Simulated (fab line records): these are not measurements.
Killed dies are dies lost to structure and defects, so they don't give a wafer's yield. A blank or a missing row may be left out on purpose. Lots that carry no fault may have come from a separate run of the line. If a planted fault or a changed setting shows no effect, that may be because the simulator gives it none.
The tool behind it: which one?    flow gf180mcu    at 1 step of a route of 602, 6 lots with 18 wafers sampled

## WHAT EACH GAUGE READ, for each wafer
GF_VT_IMPLANT_RS_MEAS_46: measurement is done with a four-point probe.
lot   measured      on            MVSD_RS (ohm/sq)
L489  day 8 05:13   filmMetro-02  458.5 457.1 458.4
L490  day 8 10:44   filmMetro-02  457.1 458.2 457.9
L492  day 8 16:28   filmMetro-03  458.8 458.0 458.6
L495  day 9 12:29   filmMetro-02  455.5 456.2 457.3
L498  day 10 06:57  filmMetro-01  456.8 457.2 456.9
L500  day 10 17:59  filmMetro-03  456.9 456.2 456.3

## WHICH TOOL RAN EACH LOT (tool, then ch and the chambers of the sampled wafers, then the start)
Before these readings, the record contains no process step.

## THE ANSWER, worked out from the rows above alone
Rule: the usual values come from the lots themselves. Put in order of their means at a reading, lots are off if they are a third of the lots or fewer, leave a main group of 4 or more, and stand apart from it by a gap of 3 or more times the standard deviation of the main group's means; of several such gaps the widest counts. A main group is skipped when, at the precision printed for the reading in the tables above, its means are all equal. Also off: a lot with no number at a reading for which 4 or more lots have one. Any other lot the step has rows for is counted as sound.
No lot is off on any of the readings shown, so nothing can be concluded from this.

## WHAT THE SIMULATOR HAD PUT IN
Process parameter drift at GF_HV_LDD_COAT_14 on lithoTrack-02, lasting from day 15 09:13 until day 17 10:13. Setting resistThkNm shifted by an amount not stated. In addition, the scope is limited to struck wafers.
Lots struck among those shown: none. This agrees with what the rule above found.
